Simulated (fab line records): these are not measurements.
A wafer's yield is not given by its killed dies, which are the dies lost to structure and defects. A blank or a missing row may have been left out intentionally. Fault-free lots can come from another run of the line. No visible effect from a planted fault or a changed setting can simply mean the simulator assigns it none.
A struck lot beside a sound one	flow sky130	15 steps out of a route of 708
Sound: the wafers L683.1, L683.4, L683.6. Struck: wafer L696.1. (L696.2, L696.3 of the same lot were not struck and are left out.) The cause comes at the end.
Each step with rows lists, per side, the tool, then ch with its chambers, then its first start. Under that, the readings that differ: sound wafers	struck wafers	difference of the means	sigmas: that difference in standard deviations of wafers without a fault.
alike: same words and numbers on both sides, and readings whose means sit less than 2 such deviations apart. not compared: any withheld reading, any reading some wafer has no value for, any bound like >300 that may hide the same value, and any number with overlapping values for which the record gives no deviation.
Wherever a step has rows on one side only, a row that says differs or no value, or a row with sigmas, the two part there. When numbers do not overlap yet have no deviation, they are printed without sigmas and do not part them. Lack of a reading on every wafer of one side parts them only where that side has two or more wafers.

first, 1 step without rows for these wafers: SKY_VT_ADJUST_HVTR_IMPLANT_09.
SKY_VT_ADJUST_HVTR_STRIP_10: strips in O2/N2.
  sound on plasma-asher-01 ch 0,1, day 9 19:26; struck on plasma-asher-02 ch 0, day 13 21:41
reading	sound	struck	difference	sigmas
strip-time-to-endpoint-s (s)	14.12 14.08 14.13	14.22	+0.11	+3
  alike: chamber-pressure-mTorr, drypump-motor-current-A, oes-product-au
  not compared: rf-hours-counter-h
SKY_VT_ADJUST_HVTR_TW_MEAS_11:
  sound: film-metro-04 at day 9 19:32; struck: film-metro-04 at day 13 21:47
  alike: VT_ADJUST_HVTR_TW
then, 7 steps without rows for these wafers: SKY_VT_ADJUST_PCH_DEHYDRATE_00 (time 60 s); SKY_VT_ADJUST_PCH_HMDS_01 (prime time 60 s); SKY_VT_ADJUST_PCH_COAT_02 (resist thk 3000 nm); SKY_VT_ADJUST_PCH_SOFTBAKE_03; SKY_VT_ADJUST_PCH_EXPOSE_04 (exposes mask NWM, target cd 840 nm); SKY_VT_ADJUST_PCH_PEB_05; SKY_VT_ADJUST_PCH_DEVELOP_06 (develop time 60 s).
SKY_VT_ADJUST_PCH_OVL_MEAS_07:
  sound: overlay-01 at day 10 17:40; struck: overlay-01 at day 14 23:56
  alike: VT_ADJUST_PCH_OVL
next, for these wafers, 1 step has no rows: SKY_VT_ADJUST_PCH_IMPLANT_08.
SKY_VT_ADJUST_PCH_STRIP_09: strips in O2/N2.
  sound on plasma-asher-04 ch 0,1, day 10 17:52; struck on plasma-asher-04 ch 0, day 15 00:07
reading	sound	struck	difference	sigmas
strip-time-to-endpoint-s (s)	36.84 36.91 36.88	37.88	+1.00	+8
  alike: chamber-pressure-mTorr, drypump-motor-current-A, oes-product-au
  not compared: rf-hours-counter-h
SKY_VT_ADJUST_PCH_TW_MEAS_10:
  sound: film-metro-02 at day 10 17:58; struck: film-metro-02 at day 15 00:13
  alike: VT_ADJUST_PCH_TW
-- a jump in the record: the struck wafers' starts before and after are 34 days apart (it breaks off in module VT_ADJUST_PCH and resumes in module PAD_OPEN, where the first step shown is number 708 of the route) --
SKY_PAD_OPEN_PROBE_99:
  the record has rows for the struck wafers here (prober-01, day 49 05:01) and none for the sound ones

## WHERE THEY PART
First at SKY_VT_ADJUST_HVTR_STRIP_10; last, within this record, at SKY_PAD_OPEN_PROBE_99.

WHY: what the simulator had put in
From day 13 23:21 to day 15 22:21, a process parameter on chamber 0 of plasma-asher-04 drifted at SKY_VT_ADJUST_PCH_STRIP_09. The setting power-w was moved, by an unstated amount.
